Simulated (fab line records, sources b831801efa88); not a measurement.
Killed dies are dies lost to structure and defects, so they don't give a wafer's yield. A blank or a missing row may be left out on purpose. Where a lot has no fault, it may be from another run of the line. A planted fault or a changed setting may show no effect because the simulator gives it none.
fab line records	flow sky130
record: lots: 24	wafers: 72	last_day: 50
route steps=708 shown VIA1@473 VIA2@528 METAL3@569 VIA3@595 VIA4@641
lots untouched by any fault: they come from a run of this same line in which no faults occurred
start_h: the number of hours between the record's first day and the start of the first shown wafer of the lot	wait_h: hours from the lot's prior step to this one	" the same as in the row above	L1.1+2: a single row standing in for several wafers	- no value present, or no start provided	* or withheld: withheld	< > ~ a bound
route shown NAME@n: a module of which the file shows steps, and the number in the route of the first	usual: mean and standard deviation over wafers with no fault	same: alike in all rows	chamber/n: place in a boat	sites: each site's reading	_std_site: how widely they spread, as a standard deviation	_edge_site: inner sites' mean taken away from outer sites' mean	radius_mm: for every site, how far away it sits from the centre of the wafer	mask NAME#n: copy n	behind: the tool/chamber that last shaped the wafer	hold: what put the lot on hold/how long, in hours/how the hold closed	device: whichever transistor did not switch (one of n, p or np)	end of line: at the end of the route, the tests of the same wafers	where a step has no rows: the recipe by itself	killed: not the wafer's yield, but the dies lost to structure and defects at the first sort	map: the dies of a wafer, with x for killed, . for not killed, _ for no die there
set.NAME: setting as actually run; set.NAME@STEP: the setting as run at that earlier step	model.NAME: the simulator's own value behind a step, which no gauge read
steps of the route over a sample of lots; a table a step, a row a wafer
services: from which hour (start_h, from the record's first day; less than 0 if before it) a tool's chamber was out of use, for how many hours, and why
== steps ==
step: SKY_VIA1_ETCH_15
recipe: target: SiO2	chemistry: C4F8/O2/Ar	target_depth_nm: 351	stop_on: TiN	mask_material: KrF-thick	source_w: 1500	bias_w: 1200	pressure_mtorr: 40	c4f8_flow_sccm: withheld	O2_flow_sccm: 6	Ar_flow_sccm: 300	time_s: 54
usual: bias_w: 1200/3.6	oes_product_au: 0.981/0.006
lot.wafer	tool	chamber	start_h	wait_h	bias_w	oes_product_au	rf_hours_counter_h
L074.4	rie_diel-04	2	798.53	0.0	1199	0.967	3
L074.5	"	3	"	"	1204	0.978	-
L074.6	"	2	"	"	1196	0.981	-
L075.4	rie_diel-02	1	801.82	0.0	1194	0.979	1
L075.5	"	1	"	"	1205	0.975	-
L075.6	"	2	"	"	1196	0.984	-
L076.3	rie_diel-02	0	803.48	0.0	1198	0.978	17
L076.4	"	3	"	"	1197	0.992	2
L076.6	"	2	"	"	1201	0.973	-
L077.1	rie_diel-04	1	816.95	0.0	1201	0.982	7
L077.2	"	2	"	"	1197	0.987	3
L077.3	"	3	"	"	1203	0.983	1
L078.1	rie_diel-02	1	818.97	0.0	1201	0.981	2
L078.2	"	0	"	"	1199	0.979	17
L078.4	"	2	"	"	1199	0.972	10
L079.2	rie_diel-04	1	824.80	0.0	1202	0.990	7
L079.3	"	0	"	"	1198	0.991	8
L079.6	"	3	"	"	1203	0.988	-
L080.3	rie_diel-04	1	830.63	0.0	1200	0.980	7
L080.4	"	3	"	"	1193	0.978	2
L080.5	"	2	"	"	1199	0.991	-
L081.1	rie_diel-03	3	837.48	0.0	1203	0.983	10
L081.2	"	0	"	"	1200	0.978	28
L081.6	"	0	"	"	1194	0.976	-
L082.1	rie_diel-04	3	851.13	0.0	1206	0.980	2
L082.3	"	1	"	"	1200	0.990	8
L082.6	"	3	"	"	1205	0.981	-
L083.2	rie_diel-02	1	854.83	0.0	1206	0.986	3
L083.3	"	0	"	"	1198	0.980	18
L083.6	"	0	"	"	1194	0.981	-
L084.1	rie_diel-04	1	856.73	0.0	1197	0.980	8
L084.3	"	0	"	"	1199	0.978	9
L084.6	"	2	"	"	1196	0.978	-
L085.1	rie_diel-02	2	871.65	0.0	1198	0.970	11
L085.2	"	3	"	"	1201	0.975	4
L085.6	"	1	"	"	1198	0.983	-
L086.1	rie_diel-02	1	876.40	0.0	1196	0.977	3
L086.3	"	0	"	"	1202	0.984	18
L086.5	"	1	"	"	1192	0.987	-
L087.3	rie_diel-04	3	883.92	0.0	1206	0.982	3
L087.5	"	3	"	"	1196	0.986	-
L087.6	"	0	"	"	1201	0.989	-
L088.1	rie_diel-02	1	901.80	0.0	1205	0.983	4
L088.2	"	3	"	"	1194	0.978	4
L088.3	"	2	"	"	1188	0.985	12
L089.2	rie_diel-02	1	906.63	0.0	1200	0.969	4
L089.4	"	0	"	"	1192	0.988	19
L089.6	"	2	"	"	1201	0.979	-
L090.1	rie_diel-02	2	919.22	0.0	1204	0.981	12
L090.5	"	1	"	"	1195	0.978	-
L090.6	"	0	"	"	1196	0.986	-
L091.1	rie_diel-03	0	926.78	0.0	1197	0.977	1
L091.2	"	2	"	"	1196	0.992	6
L091.5	"	3	"	"	1201	0.986	-
L093.1	rie_diel-03	3	930.70	0.0	1202	0.979	13
L093.4	"	0	"	"	1205	0.968	1
L093.5	"	2	"	"	1200	0.974	-
L092.1	rie_diel-02	3	931.33	0.0	1200	0.980	5
L092.3	"	1	"	"	1204	0.962	5
L092.4	"	0	"	"	1199	0.975	20
L094.1	rie_diel-03	0	933.92	0.0	1200	0.989	1
L094.4	"	3	"	"	1192	0.985	14
L094.6	"	0	"	"	1201	0.969	-
L095.1	rie_diel-03	1	960.89	0.0	1203	0.985	19
L095.4	"	0	"	"	1203	0.983	2
L095.5	"	0	"	"	1202	0.981	-
L097.1	rie_diel-02	2	961.43	0.0	1207	0.983	13
L097.3	"	1	"	"	1199	0.978	6
L097.5	"	2	"	"	1199	0.974	-
L096.3	rie_diel-02	2	968.37	0.0	1205	0.973	13
L096.4	"	0	"	"	1200	0.984	21
L096.5	"	1	"	"	1197	0.982	-
step: SKY_VIA1_THK_MEAS_23
recipe: thk_meas_gauge: xrf	reads: W_of_VIA1_CVD_21
usual: VIA1_W_THK: 264/5.4
lot.wafer	tool	chamber	start_h	wait_h	VIA1_W_THK[nm]
L074.4	film_metro-01	-	799.53	0.1	260
L074.5	"	-	"	"	256
L074.6	"	-	"	"	259
L075.4	film_metro-02	-	802.77	0.1	263
L075.5	"	-	"	"	266
L075.6	"	-	"	"	258
L076.3	film_metro-01	-	804.42	0.1	254
L076.4	"	-	"	"	259
L076.6	"	-	"	"	254
L077.1	film_metro-01	-	817.93	0.1	257
L077.2	"	-	"	"	259
L077.3	"	-	"	"	256
L078.1	film_metro-04	-	820.23	0.1	262
L078.2	"	-	"	"	268
L078.4	"	-	"	"	263
L079.2	film_metro-02	-	825.72	0.1	268
L079.3	"	-	"	"	263
L079.6	"	-	"	"	270
L080.3	film_metro-01	-	831.57	0.1	264
L080.4	"	-	"	"	261
L080.5	"	-	"	"	265
L081.1	film_metro-04	-	838.40	0.1	270
L081.2	"	-	"	"	263
L081.6	"	-	"	"	267
L082.1	film_metro-01	-	852.06	0.1	256
L082.3	"	-	"	"	258
L082.6	"	-	"	"	262
L083.2	film_metro-01	-	855.76	0.1	255
L083.3	"	-	"	"	257
L083.6	"	-	"	"	259
L084.1	film_metro-02	-	857.68	0.1	260
L084.3	"	-	"	"	263
L084.6	"	-	"	"	268
L085.1	film_metro-01	-	872.59	0.1	265
L085.2	"	-	"	"	262
L085.6	"	-	"	"	259
L086.1	film_metro-01	-	877.32	0.1	265
L086.3	"	-	"	"	267
L086.5	"	-	"	"	265
L087.3	film_metro-04	-	884.86	0.1	265
L087.5	"	-	"	"	271
L087.6	"	-	"	"	265
L088.1	film_metro-01	-	902.71	0.1	259
L088.2	"	-	"	"	263
L088.3	"	-	"	"	259
L089.2	film_metro-04	-	907.56	0.1	269
L089.4	"	-	"	"	266
L089.6	"	-	"	"	269
L090.1	film_metro-01	-	920.23	0.1	255
L090.5	"	-	"	"	258
L090.6	"	-	"	"	258
L091.1	film_metro-04	-	927.70	0.1	271
L091.2	"	-	"	"	271
L091.5	"	-	"	"	270
L093.1	film_metro-02	-	931.76	0.1	268
L093.4	"	-	"	"	264
L093.5	"	-	"	"	270
L092.1	film_metro-02	-	932.25	0.1	265
L092.3	"	-	"	"	267
L092.4	"	-	"	"	272
L094.1	film_metro-04	-	934.84	0.1	270
L094.4	"	-	"	"	269
L094.6	"	-	"	"	262
L095.1	film_metro-04	-	961.83	0.1	273
L095.4	"	-	"	"	274
L095.5	"	-	"	"	266
L097.1	film_metro-02	-	962.39	0.1	265
L097.3	"	-	"	"	266
L097.5	"	-	"	"	267
L096.3	film_metro-02	-	969.31	0.1	269
L096.4	"	-	"	"	258
L096.5	"	-	"	"	264
step: SKY_VIA2_CVD_21
recipe: material: W	target_thk_nm: 420	time_s: 126.4	temp_c: 400	pressure_torr: 40
usual: heater_power_w: 861/21
lot.wafer	tool	chamber	start_h	wait_h	heater_power_w
L074.4	cvd_w-01	1	854.35	0.1	855
L074.5	"	0	"	"	846
L074.6	"	1	"	"	850
L075.4	cvd_w-01	1	856.93	0.1	817
L075.5	"	1	"	"	838
L075.6	"	0	"	"	860
L076.3	cvd_w-02	0	859.47	0.1	864
L076.4	"	1	"	"	884
L076.6	"	0	"	"	885
L077.1	cvd_w-02	1	870.47	0.0	864
L077.2	"	0	"	"	894
L077.3	"	1	"	"	894
L078.1	cvd_w-02	1	874.17	0.0	872
L078.2	"	0	"	"	869
L078.4	"	0	"	"	885
L079.2	cvd_w-02	1	879.87	0.0	883
L079.3	"	1	"	"	880
L079.6	"	0	"	"	877
L080.3	cvd_w-01	0	885.99	0.1	876
L080.4	"	1	"	"	823
L080.5	"	0	"	"	870
L081.1	cvd_w-02	0	891.93	0.0	891
L081.2	"	1	"	"	897
L081.6	"	1	"	"	888
L082.1	cvd_w-01	1	905.33	0.0	841
L082.3	"	0	"	"	864
L082.6	"	1	"	"	839
L083.2	cvd_w-01	0	909.64	0.0	872
L083.3	"	0	"	"	855
L083.6	"	0	"	"	852
L084.1	cvd_w-01	0	911.85	0.0	853
L084.3	"	0	"	"	857
L084.6	"	0	"	"	852
L085.1	cvd_w-02	0	924.99	0.0	828
L085.2	"	0	"	"	832
L085.6	"	0	"	"	871
L086.1	cvd_w-01	1	930.24	0.0	864
L086.3	"	0	"	"	872
L086.5	"	1	"	"	865
L087.3	cvd_w-02	0	937.24	0.1	854
L087.5	"	0	"	"	826
L087.6	"	0	"	"	843
L088.1	cvd_w-02	1	955.53	0.0	898
L088.2	"	0	"	"	861
L088.3	"	1	"	"	851
L089.2	cvd_w-02	1	958.86	0.0	888
L089.4	"	0	"	"	832
L089.6	"	1	"	"	871
L090.1	cvd_w-01	1	971.03	0.0	833
L090.5	"	0	"	"	855
L090.6	"	1	"	"	841
L091.1	cvd_w-02	1	980.74	0.0	895
L091.2	"	0	"	"	846
L091.5	"	0	"	"	849
L093.1	cvd_w-02	1	982.66	0.0	877
L093.4	"	1	"	"	868
L093.5	"	0	"	"	842
L092.1	cvd_w-01	0	983.65	0.0	891
L092.3	"	1	"	"	844
L092.4	"	0	"	"	863
L094.1	cvd_w-02	1	986.95	0.0	878
L094.4	"	0	"	"	849
L094.6	"	1	"	"	883
L095.1	cvd_w-02	0	1011.84	0.0	818
L095.4	"	1	"	"	870
L095.5	"	0	"	"	838
L097.1	cvd_w-02	0	1013.02	0.0	829
L097.3	"	1	"	"	904
L097.5	"	1	"	"	907
L096.3	cvd_w-01	1	1018.63	0.1	845
L096.4	"	0	"	"	875
L096.5	"	1	"	"	839
step: SKY_METAL3_STRIP_19
recipe: chemistry: O2/N2	power_w: 1400	pressure_mtorr: 1500	platen_temp_c: withheld	o2_flow_sccm: 3000	n2_flow_sccm: 300	overash_fraction: 0.5
usual: drypump_motor_current_A: 6.0/0.48	oes_product_au: 0.501/0.0052	strip_time_to_endpoint_s: 6.49/0.069
lot.wafer	tool	chamber	start_h	wait_h	drypump_motor_current_A	oes_product_au	rf_hours_counter_h	strip_time_to_endpoint_s
L074.4	plasma_asher-01	1	907.60	0.1	6.4	0.512	-	6.56
L074.5	"	1	"	"	6.4	0.512	-	6.59
L074.6	"	0	"	"	5.5	0.511	-	6.56
L075.4	plasma_asher-03	0	909.72	0.1	5.5	0.512	-	6.60
L075.5	"	0	"	"	5.5	0.499	-	6.55
L075.6	"	1	"	"	6.5	0.499	-	6.60
L076.3	plasma_asher-02	1	913.15	0.1	6.4	0.500	-	6.47
L076.4	"	0	"	"	5.4	0.496	-	6.49
L076.6	"	1	"	"	6.4	0.498	-	6.53
L077.1	plasma_asher-02	1	921.76	0.1	6.5	0.494	15	6.38
L077.2	"	0	"	"	5.4	0.504	15	6.46
L077.3	"	1	"	"	6.4	0.499	-	6.44
L078.1	plasma_asher-03	0	926.61	0.1	5.5	0.500	101	6.47
L078.2	"	1	"	"	6.5	0.495	101	6.48
L078.4	"	0	"	"	5.5	0.502	-	6.44
L079.2	plasma_asher-02	1	932.62	0.1	6.4	0.497	16	6.55
L079.3	"	1	"	"	6.4	0.508	-	6.54
L079.6	"	0	"	"	5.4	0.506	-	6.55
L080.3	plasma_asher-01	0	937.10	0.1	5.5	0.502	-	6.52
L080.4	"	1	"	"	6.4	0.500	-	6.55
L080.5	"	0	"	"	5.5	0.503	-	6.51
L081.1	plasma_asher-03	0	943.53	0.1	5.5	0.508	103	6.44
L081.2	"	1	"	"	6.5	0.500	103	6.51
L081.6	"	1	"	"	6.5	0.491	-	6.35
L082.1	plasma_asher-03	0	956.62	0.1	5.5	0.499	104	6.49
L082.3	"	1	"	"	6.5	0.505	-	6.53
L082.6	"	0	"	"	5.5	0.496	-	6.43
L083.2	plasma_asher-02	0	960.18	0.1	5.5	0.508	19	6.62
L083.3	"	1	"	"	6.4	0.510	-	6.70
L083.6	"	1	"	"	6.4	0.503	-	6.58
L084.1	plasma_asher-02	0	963.07	0.1	5.4	0.501	20	6.54
L084.3	"	1	"	"	6.4	0.496	-	6.52
L084.6	"	0	"	"	5.4	0.502	-	6.54
L085.1	plasma_asher-02	0	974.67	0.1	5.4	0.496	21	6.40
L085.2	"	1	"	"	6.4	0.495	21	6.44
L085.6	"	1	"	"	6.4	0.487	-	6.34
L086.1	plasma_asher-01	0	985.76	0.1	5.5	0.506	89	6.50
L086.3	"	0	"	"	5.5	0.490	-	6.47
L086.5	"	1	"	"	6.5	0.497	-	6.47
L087.3	plasma_asher-02	1	987.47	0.1	6.5	0.503	-	6.52
L087.5	"	0	"	"	5.4	0.502	-	6.48
L087.6	"	1	"	"	6.4	0.501	-	6.51
L088.1	plasma_asher-02	0	1004.76	0.1	5.5	0.505	24	6.49
L088.2	"	1	"	"	6.4	0.491	24	6.39
L088.3	"	1	"	"	6.4	0.498	-	6.41
L089.2	plasma_asher-01	0	1008.37	0.1	5.5	0.506	91	6.49
L089.4	"	0	"	"	5.5	0.500	-	6.51
L089.6	"	0	"	"	5.5	0.500	-	6.48
L090.1	plasma_asher-02	0	1019.45	0.3	5.4	0.499	27	6.43
L090.5	"	0	"	"	5.4	0.494	-	6.43
L090.6	"	1	"	"	6.4	0.502	-	6.48
L091.1	plasma_asher-01	0	1029.23	0.1	5.5	0.494	94	6.46
L091.2	"	1	"	"	6.4	0.491	94	6.49
L091.5	"	1	"	"	6.4	0.500	-	6.50
L093.1	plasma_asher-01	1	1031.16	0.1	6.4	0.493	94	6.39
L093.4	"	1	"	"	6.4	0.503	-	6.49
L093.5	"	0	"	"	5.5	0.502	-	6.43
L092.1	plasma_asher-01	0	1032.21	0.1	5.5	0.500	94	6.52
L092.3	"	0	"	"	5.5	0.498	-	6.46
L092.4	"	1	"	"	6.4	0.502	-	6.50
L094.1	plasma_asher-02	0	1035.28	0.1	5.4	0.493	29	6.41
L094.4	"	0	"	"	5.4	0.502	-	6.50
L094.6	"	1	"	"	6.4	0.493	-	6.39
L095.1	plasma_asher-01	0	1059.12	0.1	5.5	0.495	98	6.47
L095.4	"	1	"	"	6.4	0.496	-	6.51
L095.5	"	1	"	"	6.4	0.500	-	6.48
L097.1	plasma_asher-02	1	1060.17	0.1	6.4	0.494	32	6.39
L097.3	"	1	"	"	6.4	0.506	-	6.39
L097.5	"	0	"	"	5.4	0.495	-	6.51
L096.3	plasma_asher-01	1	1064.17	0.1	6.4	0.496	-	6.43
L096.4	"	0	"	"	5.5	0.500	-	6.43
L096.5	"	0	"	"	5.5	0.509	-	6.52
step: SKY_VIA3_RS_MEAS_22
recipe: thk_meas_gauge: four-point-probe	reads: W_of_VIA3_CVD_21+TiN_of_VIA3_SPUTTER_20
usual: VIA3_W_RS: 0.292/0.0044
lot.wafer	tool	chamber	start_h	wait_h	VIA3_W_RS[ohm/sq]
L074.4	film_metro-02	-	934.24	0.1	0.287
L074.5	"	-	"	"	0.287
L074.6	"	-	"	"	0.292
L075.4	film_metro-04	-	936.39	0.1	0.295
L075.5	"	-	"	"	0.298
L075.6	"	-	"	"	0.297
L076.3	film_metro-02	-	939.82	0.1	0.288
L076.4	"	-	"	"	0.292
L076.6	"	-	"	"	0.289
L077.1	film_metro-04	-	948.07	0.1	0.286
L077.2	"	-	"	"	0.296
L077.3	"	-	"	"	0.289
L078.1	film_metro-04	-	953.91	0.1	0.296
L078.2	"	-	"	"	0.289
L078.4	"	-	"	"	0.297
L079.2	film_metro-01	-	959.24	0.1	0.289
L079.3	"	-	"	"	0.296
L079.6	"	-	"	"	0.293
L080.3	film_metro-04	-	964.03	0.1	0.290
L080.4	"	-	"	"	0.288
L080.5	"	-	"	"	0.291
L081.1	film_metro-01	-	968.97	0.1	0.291
L081.2	"	-	"	"	0.295
L081.6	"	-	"	"	0.300
L082.1	film_metro-01	-	982.55	0.1	0.297
L082.3	"	-	"	"	0.295
L082.6	"	-	"	"	0.294
L083.2	film_metro-04	-	986.96	0.1	0.289
L083.3	"	-	"	"	0.292
L083.6	"	-	"	"	0.297
L084.1	film_metro-02	-	989.02	0.1	0.288
L084.3	"	-	"	"	0.288
L084.6	"	-	"	"	0.294
L085.1	film_metro-04	-	999.50	0.1	0.297
L085.2	"	-	"	"	0.288
L085.6	"	-	"	"	0.289
L086.1	film_metro-02	-	1011.22	0.1	0.294
L086.3	"	-	"	"	0.288
L086.5	"	-	"	"	0.294
L087.3	film_metro-01	-	1013.66	0.1	0.286
L087.5	"	-	"	"	0.293
L087.6	"	-	"	"	0.287
L088.1	film_metro-04	-	1030.06	0.1	0.295
L088.2	"	-	"	"	0.287
L088.3	"	-	"	"	0.288
L089.2	film_metro-04	-	1033.21	0.2	0.299
L089.4	"	-	"	"	0.288
L089.6	"	-	"	"	0.299
L090.1	film_metro-02	-	1043.45	0.1	0.293
L090.5	"	-	"	"	0.289
L090.6	"	-	"	"	0.297
L091.1	film_metro-02	-	1053.48	0.1	0.289
L091.2	"	-	"	"	0.296
L091.5	"	-	"	"	0.289
L093.1	film_metro-01	-	1055.58	0.1	0.294
L093.4	"	-	"	"	0.294
L093.5	"	-	"	"	0.299
L092.1	film_metro-01	-	1056.84	0.1	0.299
L092.3	"	-	"	"	0.298
L092.4	"	-	"	"	0.292
L094.1	film_metro-02	-	1060.51	0.1	0.293
L094.4	"	-	"	"	0.298
L094.6	"	-	"	"	0.298
L095.1	film_metro-04	-	1082.70	0.1	0.294
L095.4	"	-	"	"	0.294
L095.5	"	-	"	"	0.286
L097.1	film_metro-01	-	1084.41	0.1	0.284
L097.3	"	-	"	"	0.287
L097.5	"	-	"	"	0.295
L096.3	film_metro-04	-	1087.92	0.1	0.293
L096.4	"	-	"	"	0.282
L096.5	"	-	"	"	0.295
step: SKY_VIA4_CMP_02
recipe: material: SiO2	down_force_psi: 4	platen_rpm: 60	pad_velocity_m_s: 0.94248
usual: head_pressure_psi: 4.000/0.0085	motor_current_A: 12.7/1.1
lot.wafer	tool	chamber	start_h	wait_h	head_pressure_psi	motor_current_A
L074.4	cmp-01	2	985.13	0.1	3.991	14.7
L074.6	"	1	"	"	4.015	13.3
L074.5	"	2	"	"	3.997	13.3
L075.4	cmp-01	0	987.10	0.2	4.002	12.9
L075.6	"	1	"	"	3.991	13.8
L075.5	"	2	"	"	4.002	14.0
L076.3	cmp-01	0	992.00	0.1	3.996	11.8
L076.4	"	1	"	"	3.994	13.2
L076.6	"	2	"	"	4.008	13.6
L077.2	cmp-02	2	998.49	0.1	3.999	13.4
L077.3	"	3	"	"	3.989	11.5
L077.1	"	0	"	"	4.009	10.6
L078.2	cmp-01	1	1004.72	0.1	3.987	13.7
L078.1	"	2	"	"	4.011	13.5
L078.4	"	3	"	"	4.012	13.4
L079.2	cmp-01	1	1009.75	0.0	3.993	12.5
L079.3	"	3	"	"	3.999	12.8
L079.6	"	1	"	"	3.996	13.9
L080.3	cmp-01	2	1014.84	0.1	4.003	14.0
L080.4	"	0	"	"	3.986	12.1
L080.5	"	2	"	"	4.002	13.2
L081.1	cmp-02	0	1017.83	0.1	3.992	10.8
L081.2	"	2	"	"	4.008	13.9
L081.6	"	1	"	"	4.004	13.4
L082.3	cmp-01	0	1031.90	0.0	3.985	11.6
L082.1	"	3	"	"	4.005	12.2
L082.6	"	1	"	"	4.005	13.2
L083.2	cmp-01	1	1035.08	0.1	3.992	13.3
L083.3	"	3	"	"	3.991	12.4
L083.6	"	1	"	"	4.012	13.3
L084.3	cmp-02	2	1037.51	0.1	3.999	13.2
L084.1	"	3	"	"	3.990	10.8
L084.6	"	1	"	"	4.012	12.8
L085.2	cmp-01	3	1046.59	0.1	4.014	12.2
L085.1	"	0	"	"	4.004	11.5
L085.6	"	2	"	"	3.990	13.3
L086.1	cmp-01	3	1059.35	0.3	4.009	13.0
L086.3	"	0	"	"	4.014	12.2
L086.5	"	2	"	"	4.008	13.8
L087.3	cmp-02	1	1061.32	0.3	4.003	12.3
L087.6	"	2	"	"	4.005	14.7
L087.5	"	3	"	"	3.973	11.5
L088.2	cmp-01	2	1076.83	0.0	3.999	14.0
L088.1	"	0	"	"	4.009	12.8
L088.3	"	1	"	"	4.000	13.6
L089.4	cmp-02	3	1079.59	0.2	4.014	11.0
L089.2	"	2	"	"	4.011	13.4
L089.6	"	0	"	"	3.998	11.0
L090.1	cmp-02	1	1088.60	0.1	3.994	13.2
L090.6	"	1	"	"	3.992	12.6
L090.5	"	2	"	"	4.009	13.3
L091.2	cmp-01	2	1098.77	0.1	3.993	13.8
L091.1	"	3	"	"	3.996	12.2
L091.5	"	2	"	"	3.991	14.7
L093.1	cmp-01	3	1099.65	0.1	4.006	12.4
L093.4	"	2	"	"	4.000	13.5
L093.5	"	0	"	"	3.994	12.5
L092.4	cmp-02	0	1101.92	0.0	4.003	10.3
L092.3	"	1	"	"	3.997	12.1
L092.1	"	2	"	"	4.011	13.6
L094.1	cmp-02	3	1105.77	0.3	3.993	11.5
L094.4	"	2	"	"	4.003	13.8
L094.6	"	0	"	"	4.005	10.5
L095.4	cmp-01	2	1125.04	0.0	3.988	14.3
L095.1	"	0	"	"	3.991	12.3
L095.5	"	3	"	"	4.003	12.0
L097.1	cmp-02	3	1125.78	0.1	4.007	11.8
L097.3	"	1	"	"	4.012	12.8
L097.5	"	2	"	"	3.987	13.8
L096.3	cmp-02	1	1129.84	0.0	3.997	12.4
L096.4	"	0	"	"	4.005	10.9
L096.5	"	1	"	"	3.995	12.6
== services ==
tool	chamber	start_h	hours	kind
rie_diel-02	0	778.90	19.2	repair
rie_diel-02	3	780.67	1.9	repair
cmp-02	-	803.72	0.6	repair
rie_diel-02	0	819.24	5.9	repair
rie_diel-02	3	834.32	6.1	repair
rie_diel-02	-	835.68	2.8	pm
rie_diel-02	3	846.09	6.1	repair
rie_diel-02	2	879.58	3.8	repair
plasma_asher-02	-	896.95	15.6	pm
cvd_w-02	-	904.00	14.0	pm
cvd_w-02	1	913.29	14.8	repair
cmp-01	-	923.74	1.1	repair
cmp-01	-	925.22	0.6	repair
rie_diel-02	2	933.70	23.4	repair
cvd_w-02	1	934.61	8.5	repair
cmp-01	-	974.46	7.8	pm
rie_diel-02	1	989.71	32.2	repair
cmp-01	-	993.49	5.3	pm
cmp-01	-	999.10	0.8	repair
cvd_w-02	-	1014.34	1.5	repair
cvd_w-02	-	1037.16	1.9	repair
cvd_w-02	-	1079.15	6.0	pm
cmp-01	-	1084.24	4.0	pm
rie_diel-02	3	1107.54	4.7	repair
== key ==
fault none
